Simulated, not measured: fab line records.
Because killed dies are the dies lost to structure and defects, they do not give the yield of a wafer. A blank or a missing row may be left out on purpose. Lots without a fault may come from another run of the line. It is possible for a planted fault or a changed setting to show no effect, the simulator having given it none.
A struck lot beside a sound one :: flow gf180mcu :: 44 steps out of a route of 602
Sound: the wafers L246.2, L246.5, L246.6. Wafers L252.1, L252.2, L252.5 were the ones struck. Last of all comes the cause.
Per side, at each step with rows, come the tool, then ch with its chambers, and then its first start. Under that, the readings that differ: sound wafers :: struck wafers :: difference of the means :: sigmas: that difference in standard deviations of wafers without a fault.
alike: readings whose means differ by less than 2 such deviations, and words and numbers that are the same on both sides. not compared: withheld readings, readings that some wafer has no value for, bounds like >300 that may hide the same value, and numbers for which the record gives no deviation and whose values overlap.
The two part at a step that has a row with sigmas, a row that says differs or no value, or rows on one side only. Numbers that don't overlap but have no deviation are shown without sigmas and don't part them. A reading that every wafer of one side lacks parts them only if that side has two wafers or more.

first, 5 steps without rows for these wafers: GF_CONTACT_CLEAN_20 (cleans in DIW); GF_CONTACT_CLEAN_21 (cleans in dHF, time 20 s); GF_CONTACT_SPUTTER_22 (material Ti, target thk 15 nm, time 80.02 s); GF_CONTACT_SPUTTER_23 (material TiN, target thk 10 nm, time 40 s); GF_CONTACT_CVD_24 (deposits W, target thk 300 nm, time 90.339 s).
GF_CONTACT_RS_MEAS_25: measures by four-point-probe.
  sound: film metro-03 at day 17 00:50; struck: film metro-03 at day 18 22:31
reading: CONTACT_W_RS (ohm/sq)
sound: 0.374 0.377 0.378
struck: 0.383 0.393 0.384
difference: +0.010
sigmas: +2
GF_CONTACT_THK_MEAS_26: measures by xrf.
  sound: film metro-03 at day 17 00:57; struck: film metro-03 at day 18 22:38
  alike: CONTACT_W_THK
GF_CONTACT_CMP_27: polishes, stops on SiO2, t overpolish 15 s, target thk 0 nm.
  sound on cmp-01 ch 1,2, day 17 01:00; struck on cmp-01 ch 2,3, day 18 22:41
  alike: edge zone pressure frac, motor current A, overpolish run s, time to endpoint s
GF_M1_SPUTTER_00: material Ti, target thk 37.5 nm, time 150 s.
  sound: pvd sputter-01 at day 17 01:18; struck: pvd sputter-01 at day 18 22:59
  alike: chamber pressure pa, substrate temp c, throttle valve pct
then, 2 steps without rows for these wafers: GF_M1_SPUTTER_01 (material TiN, target thk 30 nm, time 25 s); GF_M1_SPUTTER_02 (material AlCu, target thk 450 nm, time 23.9 s).
GF_M1_SPUTTER_03: material Ti, target thk 10 nm, time 6.7 s.
  sound: pvd sputter-01 at day 17 01:28; struck: pvd sputter-01 at day 18 23:09
  alike: chamber pressure pa, substrate temp c, throttle valve pct
GF_M1_SPUTTER_04: material TiN, target thk 50 nm, time 41.7 s.
  sound: pvd sputter-01 at day 17 01:29; struck: pvd sputter-01 at day 18 23:10
reading: chamber pressure pa (Pa)
sound: 0.4005 0.4003 0.4003
struck: 0.3006 0.3010 0.3024
difference: -0.0990
sigmas: -99 or more

reading: throttle valve pct (%)
sound: 30.9 32.4 33.4
struck: 37.9 37.6 34.4
difference: +4.4
sigmas: +3

reading: model.TiN_of_M1_SPUTTER_04.thk nm (nm)
sound: 49.82 49.95 50.56
struck: 51.86 51.63 51.54
difference: +1.57
sigmas: 
GF_M1_RS_MEAS_05: measures by four-point-probe.
  sound: film metro-02 at day 17 01:32; struck: film metro-01 at day 18 23:13
  alike: M1_ALCU_RS
GF_M1_THK_MEAS_06: measures by xrf.
  sound: film metro-02 at day 17 01:39; struck: film metro-01 at day 18 23:20
  alike: M1_ALCU_THK
then, 7 steps without rows for these wafers: GF_M1_DEHYDRATE_07 (time 60 s); GF_M1_HMDS_08 (prime time 60 s); GF_M1_COAT_09 (resist thk 1000 nm); GF_M1_SOFTBAKE_10 (time 60 s); GF_M1_EXPOSE_11 (exposes mask Metal1, target cd 230 nm); GF_M1_PEB_12 (peb time 90 s); GF_M1_DEVELOP_13 (develop time 60 s).
GF_M1_CD_MEAS_14 targets a cd of 230 nm.
  sound: cd sem-02 at day 18 00:13; struck: cd sem-01 at day 19 22:50
  alike: cd nm
GF_M1_OVL_MEAS_15:
  sound: overlay-01 at day 18 00:19; struck: overlay-01 at day 19 22:57
  alike: M1_OVL
then, 1 step without rows for these wafers: GF_M1_METAL_ETCH_16 (etches the open film in Cl2/BCl3, stops on SiO2, target depth 627.5 nm, time 104.6 s).
GF_M1_STRIP_17: strips in O2/N2.
  sound on plasma asher-01 ch 0,1, day 18 00:28; struck on plasma asher-01 ch 0,1, day 19 23:13
  alike: drypump motor current A, heater power w, n2 flow sccm, o2 flow sccm, oes product au, strip time to endpoint s
  not compared: rf hours counter h
then, 3 steps without rows for these wafers: GF_M1_STRIP_18 (strips in post etch residue remover, time 1200 s); GF_M1_CLEAN_19 (cleans in DIW); GF_V1_CVD_00 (deposits SiO2, target thk 600 nm, time 100 s).
GF_V1_THK_MEAS_01:
  sound: film metro-04 at day 18 01:05; struck: film metro-02 at day 19 23:53
  alike: V1_CVD_00_THK
then, 1 step without rows for these wafers: GF_V1_CVD_02 (deposits SiO2 from TEOS, target thk 850 nm, time 94.851 s).
GF_V1_THK_MEAS_03:
  sound: film metro-03 at day 18 01:13; struck: film metro-03 at day 20 00:01
  alike: V1_CVD_02_THK
GF_V1_CMP_04: polishes SiO2.
  sound on cmp-01 ch 2,3, day 18 01:19; struck on cmp-01 ch 2,3, day 20 00:04
  alike: edge zone pressure frac, motor current A, time to endpoint s
GF_V1_BOW_MEAS_05:
  sound: film metro-02 at day 18 01:35; struck: film metro-02 at day 20 00:22
  alike: V1_BOW
then, 8 steps without rows for these wafers: GF_V1_DEHYDRATE_06 (time 60 s); GF_V1_HMDS_07 (prime time 60 s); GF_V1_COAT_08; GF_V1_COAT_09 (resist thk 1000 nm); GF_V1_SOFTBAKE_10 (time 60 s); GF_V1_EXPOSE_11 (exposes mask Via1, target cd 260 nm); GF_V1_PEB_12 (peb time 90 s); GF_V1_DEVELOP_13 (develop time 60 s).
GF_V1_STRIP_19: strips in post etch residue remover, time 1200 s.
  sound on wet bench-03 ch 1, day 19 00:52; struck on wet bench-02 ch 1, day 21 01:15
reading: model.TiN_of_M1_SPUTTER_04.thk nm (nm)
sound: 48.99 49.12 49.72
struck: 51.03 50.79 50.7
difference: +1.56
sigmas: 
GF_PASSIVATION_PROBE_99:
  sound wafers here have rows in the record (prober-02, day 29 17:59); struck ones have none

WHERE THEY PART
At GF_CONTACT_RS_MEAS_25 first; at GF_PASSIVATION_PROBE_99 last (within this record only).

WHY: the cause the simulator had injected
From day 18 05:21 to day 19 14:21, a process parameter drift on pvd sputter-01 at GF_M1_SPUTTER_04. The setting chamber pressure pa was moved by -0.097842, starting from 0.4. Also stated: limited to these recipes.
